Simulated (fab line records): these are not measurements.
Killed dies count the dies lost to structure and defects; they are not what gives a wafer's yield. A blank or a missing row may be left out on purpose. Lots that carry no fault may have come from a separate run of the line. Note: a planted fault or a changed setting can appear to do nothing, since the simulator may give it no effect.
A lot that was struck, set against a sound lot | flow sky130 | 22 out of 708 route steps
Sound: these wafers, L238.1, L238.3, L238.4. Wafers struck: L247.3, L247.4, L247.5. The cause is given at the end.
Each step with rows lists, per side, the tool, then ch with its chambers, then its first start. Under that, the readings that differ: sound wafers | struck wafers | difference of the means | sigmas: that difference in standard deviations of wafers without a fault.
alike: same words and numbers on both sides, and readings whose means sit less than 2 such deviations apart. not compared: any withheld reading, any reading some wafer has no value for, any bound like >300 that may hide the same value, and any number with overlapping values for which the record gives no deviation.
The two part at a step that has a row with sigmas, a row that says differs or no value, or rows on one side only. Numbers that have no deviation but don't overlap get no sigmas and don't part them. A reading that every wafer of one side lacks parts them only if that side has two wafers or more.

first, 7 steps without rows for these wafers: SKY_FIELD_ISO_HMDS_06 (prime time 60 s); SKY_FIELD_ISO_COAT_07 (resist thk 60 nm); SKY_FIELD_ISO_COAT_08 (resist thk 450 nm); SKY_FIELD_ISO_SOFTBAKE_09 (time 90 s); SKY_FIELD_ISO_EXPOSE_10 (exposes mask FOM, target cd 150 nm); SKY_FIELD_ISO_PEB_11; SKY_FIELD_ISO_DEVELOP_12 (develop time 60 s).
SKY_FIELD_ISO_CD_MEAS_13: target cd 150 nm.
  sound: cd-sem-01 at day 2 15:00; struck: cd-sem-02 at day 4 13:23
  alike: cd-nm
SKY_FIELD_ISO_ETCH_14: etches BARC in N2/H2, stops on SiO2, time 45.9 s, target depth 60 nm.
  sound on rie-diel-01 ch 0,1,2, day 2 15:07; struck on rie-diel-03 ch 0,1, day 4 13:28
  alike: bias-w, chamber-pressure-mTorr, drypump-motor-current-A, oes-product-au, throttle-valve-pct
  not compared: rf-hours-counter-h
SKY_FIELD_ISO_ETCH_15: etches the open film in CHF3/O2, stops on Si, target depth 180 nm, time 72 s.
  sound on rie-diel-01 ch 0,1,2, day 2 15:10; struck on rie-diel-03 ch 0,1, day 4 13:31
  alike: O2_flow_sccm, bias-w, drypump-motor-current-A, oes-product-au, throttle-valve-pct
  not compared: rf-hours-counter-h
SKY_FIELD_ISO_STRIP_16: strips in O2/N2.
  sound on plasma-asher-04 ch 0,1, day 2 15:13; struck on plasma-asher-02 ch 0,1, day 4 13:37
  reading                     | sound       | struck      | difference | sigmas
  drypump-motor-current-A (A) | 5.0 5.4 5.0 | 6.2 6.3 6.2 | +1.1       | +2
  alike: oes-product-au, strip-time-to-endpoint-s
  not compared: rf-hours-counter-h
SKY_FIELD_ISO_ETCH_17: etches Si in HBr/Cl2/O2, target depth 342 nm, time 97.7 s.
  sound on rie-si-01 ch 0,1,2, day 2 15:19; struck on rie-si-02 ch 0,1, day 4 13:40
  alike: HBr_flow_sccm, O2_flow_sccm, drypump-motor-current-A, oes-product-au, throttle-valve-pct
  not compared: rf-hours-counter-h
SKY_FIELD_ISO_WET_ETCH_18: etches Si3N4 in H3PO4, target depth 25 nm, time 286 s.
  sound on wet-bench-04 ch 3, day 2 15:23; struck on wet-bench-02 ch 2, day 4 13:44
  no value came back on the struck wafers for bath-guard-temp-C (C), bath-heat-duty-pct (%); on the sound wafers bath-guard-temp-C (C) reads 159.5 159.6 159.5
  reading                                     | sound             | struck            | difference | sigmas
  model.Si3N4_of_FIELD_ISO_CVD_03.thk-nm (nm) | 123.2 122.8 123.8 | 150.6 149.8 149.7 | +26.8      |
then, 6 steps without rows for these wafers: SKY_FIELD_ISO_CLEAN_19 (cleans in SC1/SC2, time 150 s); SKY_FIELD_ISO_CLEAN_20 (cleans in dHF, time 20 s); SKY_FIELD_ISO_WET_ETCH_21 (etches SiO2 in dHF, target depth 20 nm, time 400 s); SKY_FIELD_ISO_OXIDATION_22 (stabilise 600 s, purge 300 s, target thk 10 nm); SKY_FIELD_ISO_CVD_24 (deposits SiO2, target thk 595 nm, time 99.2 s); SKY_FIELD_ISO_ANNEAL_26 (time 1800 s).
SKY_FIELD_ISO_CMP_27: polishes, stops on Si3N4, t overpolish 16 s, target thk 457.8 nm.
  sound on cmp-02 ch 1,2,3, day 2 20:43; struck on cmp-01 ch 0,1, day 4 18:37
  alike: motor-current-A
SKY_FIELD_ISO_WET_ETCH_28: etches SiO2 in dHF, target depth 23.7 nm, time 47 s.
  sound on wet-bench-01 ch 0, day 2 21:01; struck on wet-bench-01 ch 3, day 4 18:52
  reading                                     | sound             | struck            | difference | sigmas
  model.Si3N4_of_FIELD_ISO_CVD_03.thk-nm (nm) | 117.2 116.9 117.9 | 144.7 143.9 143.8 | +26.8      |
  alike: bath-heat-duty-pct, run-length-s
then, 1 step without rows for these wafers: SKY_FIELD_ISO_WET_ETCH_29 (etches Si3N4 in H3PO4, target depth 160 nm, time 1825 s).

== WHERE THEY PART ==
First at SKY_FIELD_ISO_STRIP_16; last, within this record, at SKY_FIELD_ISO_WET_ETCH_18. Later steps at which nothing parts them and some readings are alike: SKY_FIELD_ISO_CMP_27, SKY_FIELD_ISO_WET_ETCH_28.

WHY: what had been put in by the simulator
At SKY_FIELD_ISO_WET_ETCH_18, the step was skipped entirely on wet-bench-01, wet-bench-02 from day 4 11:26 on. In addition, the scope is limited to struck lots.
